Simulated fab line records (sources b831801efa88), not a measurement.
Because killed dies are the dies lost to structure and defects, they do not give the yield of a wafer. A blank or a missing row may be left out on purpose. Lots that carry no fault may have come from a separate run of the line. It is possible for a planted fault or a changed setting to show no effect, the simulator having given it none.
The same fault as seen by 2 desks | flow sky130 | what lay behind the numbers comes last; until then each desk has only its own

== AT THE TOOL OWNER'S DESK: implanter-04 ==
For each lot that ran on this tool, the mean over its sampled wafers that have a number, from the tool's own readings at SKY_LDD_N_IMPLANT_11. Any lot whose mean is over 4 standard deviations away from the usual mean is out of limits and marked OUT; that distance is given in the brackets.
Columns: A = beam_energy_keV at SKY_LDD_N_IMPLANT_11, usual 19.999; B = faraday_current_uA at SKY_LDD_N_IMPLANT_11, usual 423
lot  | first seen here | A                        | B
L354 | day 17 23:35    | 19.996                   | 423
L358 | day 19 21:47    | 19.994                   | 414
L359 | day 20 14:58    | 19.992                   | 419
L364 | day 22 19:58    | 19.993                   | 428
L365 | day 22 21:08    | 18.396 (-99 or more) OUT | 412
L367 | day 23 01:43    | 18.399 (-99 or more) OUT | 422
This desk's verdict: out of limits on L365, L367, starting with L365 at day 22 21:08 (beam_energy_keV at SKY_LDD_N_IMPLANT_11). Within limits: L354, L358, L359, L364.

== FROM THE METROLOGY DESK ==
What the gauges read, lot by lot, whatever tool the lot ran on: means of the sampled wafers that have a number. Any lot whose mean is over 4 standard deviations away from the usual mean is out of limits and marked OUT; that distance is given in the brackets.
Columns: A = VIA1_BOW at SKY_VIA1_BOW_MEAS_03, usual 79 um; B = METAL2_ALCU_RS at SKY_METAL2_RS_MEAS_05, usual 0.1270 ohm/sq
lot  | first seen here | A  | B
L353 | day 32 14:58    | 78 | 0.1274
L354 | day 33 00:41    | 70 | 0.1258
L355 | day 33 11:31    | 81 | 0.1287
L358 | day 34 20:56    | 79 | 0.1284
L360 | day 35 06:31    | 78 | 0.1259
L359 | day 35 08:56    | 75 | 0.1246
L364 | day 37 06:06    | 85 | 0.1285
L365 | day 37 09:06    | 86 | 0.1276
L367 | day 37 10:46    | 78 | 0.1292
L370 | day 38 09:12    | 83 | 0.1284
L371 | day 39 05:54    | 84 | 0.1254
L374 | day 39 15:55    | 83 | 0.1250
L375 | day 39 22:31    | 79 | 0.1279
Finding of this desk: none of the 13 lots has anything out of limits.

== BROUGHT TOGETHER ==
An alarm could have come from the tool owner's desk at day 22 21:08, on L365, L367.
The metrology desk saw nothing out of limits.
The metrology desk has L365, L367 on record, within its limits.
The lots listed all ran SKY_LDD_N_IMPLANT_11 on implanter-04.

== WHAT THE SIMULATOR HAD INSERTED ==
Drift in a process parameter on implanter-04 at SKY_LDD_N_IMPLANT_11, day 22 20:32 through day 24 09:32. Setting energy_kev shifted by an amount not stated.
Shown lots that were struck: L365, L367.
Each desk's first reading out of limits, in hours after the fault started: the tool owner's desk, 1.
